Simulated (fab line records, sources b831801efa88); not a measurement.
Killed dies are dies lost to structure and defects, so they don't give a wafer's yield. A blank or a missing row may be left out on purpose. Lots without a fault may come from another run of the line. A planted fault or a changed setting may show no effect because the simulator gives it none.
Chamber matching | flow gf180mcu | GF_STI_CVD_23 on hdpcvd-01: 3 sister chambers
The step deposits SiO2, target thk 650 nm, time 108.3 s. 3 wafers are shown with their chamber, then 7 later ones without.

WAFERS WITH THEIR CHAMBER
wafer  | chamber | susceptor_temp_C (C)
L543.1 | 2       | 599.99
L544.1 | 1       | 599.44
L544.4 | 0       | 600.05

WAFERS WITHOUT THEIR CHAMBER
wafer  | susceptor_temp_C (C)
L544.5 | 599.97
L551.1 | 599.81
L551.4 | 599.96
L551.5 | 600.33
L552.1 | 600.12
L552.3 | 599.98
L552.4 | 599.72

WHICH CHAMBER EACH WENT THROUGH
wafer  | from the rows above          | in truth
L544.5 | can't be placed: 2 or 0      | 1
L551.1 | can't be placed: 2 or 0 or 1 | 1
L551.4 | can't be placed: 2 or 0      | 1
L551.5 | can't be placed: 0 or 2      | 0
L552.1 | can't be placed: 0 or 2      | 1
L552.3 | can't be placed: 2 or 0      | 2
L552.4 | can't be placed: 2 or 1 or 0 | 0
Placed correctly: 0 of 7. Can't be placed from these rows: 7 (the true chamber is among the candidates in 4). Placed wrongly: 0.
How it was worked out, from the rows above alone: a wafer's distance from a chamber is the root of the sum, over the readings, of the square of ((its reading less the chamber's mean) divided by the reading's scatter). The wafer belongs to the nearest chamber; if the next one is less than 2 further off, it can't be placed. A chamber's mean is the mean of its shown wafers. The scatter: with one shown wafer a chamber, the root of the mean of the squares of how far each hidden wafer lies from its nearest shown one.
